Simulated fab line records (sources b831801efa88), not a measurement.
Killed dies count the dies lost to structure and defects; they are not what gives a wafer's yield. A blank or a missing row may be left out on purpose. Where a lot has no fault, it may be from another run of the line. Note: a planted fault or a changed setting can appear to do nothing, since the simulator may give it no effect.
Comparing a struck lot with a sound one	flow gf180mcu	14 steps out of a route of 602
Sound: these wafers, L745.2, L745.4, L745.5. Wafers struck: L756.1, L756.2, L756.6. The cause is named last.
Order at every step that has rows: each side's tool, ch and its chambers, its first start. Under that, the readings that differ: sound wafers	struck wafers	difference of the means	sigmas: that difference in standard deviations of wafers without a fault.
alike: same words and numbers on both sides, and readings whose means sit less than 2 such deviations apart. not compared: any withheld reading, any reading some wafer has no value for, any bound like >300 that may hide the same value, and any number with overlapping values for which the record gives no deviation.
A row with sigmas, a row that says differs or no value, or rows on one side alone: a step with any of these is where the two part. When numbers do not overlap yet have no deviation, they are printed without sigmas and do not part them. Lack of a reading on every wafer of one side parts them only where that side has two or more wafers.

GF_V3_CMP_26: polishes, stops on SiO2, t overpolish 15 s, target thk 0 nm.
  sound on cmp-01 ch 0,1,3, day 22 22:02; struck on cmp-01 ch 0,1,2, day 26 12:08
  alike: motorCurrentA, overpolishRunS, retainingRingPressureFrac, timeToEndpointS
GF_M4_SPUTTER_00: material Ti, target thk 37.5 nm, time 150 s.
  sound on pvdSputter-03 at day 22 22:17; struck on pvdSputter-02 at day 26 12:26
  alike: chamberPressurePa, throttleValvePct
GF_M4_SPUTTER_01: material TiN, target thk 30 nm, time 25 s.
  sound on pvdSputter-03 at day 22 22:23; struck on pvdSputter-02 at day 26 12:32
  alike: chamberPressurePa, throttleValvePct
GF_M4_SPUTTER_02: material AlCu, target thk 450 nm, time 23.9 s.
  sound on pvdSputter-03 at day 22 22:25; struck on pvdSputter-02 at day 26 12:34
  alike: chamberPressurePa, throttleValvePct
then, 1 step without rows for these wafers: GF_M4_SPUTTER_03 (material Ti, target thk 10 nm, time 6.7 s).
GF_M4_SPUTTER_04: material TiN, target thk 50 nm, time 41.7 s.
  sound on pvdSputter-03 at day 22 22:28; struck on pvdSputter-02 at day 26 12:37
  alike: chamberPressurePa, throttleValvePct
GF_M4_RS_MEAS_05: the measuring method here is four-point-probe.
  sound on filmMetro-03 at day 22 22:32; struck on filmMetro-03 at day 26 12:39
  alike: M4_ALCU_RS
GF_M4_THK_MEAS_06: measures by xrf.
  sound on filmMetro-03 at day 22 22:38; struck on filmMetro-03 at day 26 12:46
  alike: M4_ALCU_THK
then, 4 steps without rows for these wafers: GF_M4_DEHYDRATE_07 (time 60 s); GF_M4_HMDS_08 (prime time 60 s); GF_M4_COAT_09 (resist thk 1000 nm); GF_M4_SOFTBAKE_10 (time 60 s).
GF_M4_EXPOSE_11: exposes mask Metal4, target cd 280 nm.
  sound on krfScanner-02 ch 0, day 23 10:10; struck on krfScanner-02, day 27 00:01
  no value came back on the struck wafers for exposureDoseMJCm2, focusOffsetNm (nm); on the sound wafers exposureDoseMJCm2 reads 28.017 28.033 28.008
  alike: mask
then, 1 step without rows for these wafers: GF_M4_PEB_12 (peb time 90 s).

## WHERE THEY PART
Within this record, at GF_M4_EXPOSE_11 only.

WHY: the cause the simulator had injected
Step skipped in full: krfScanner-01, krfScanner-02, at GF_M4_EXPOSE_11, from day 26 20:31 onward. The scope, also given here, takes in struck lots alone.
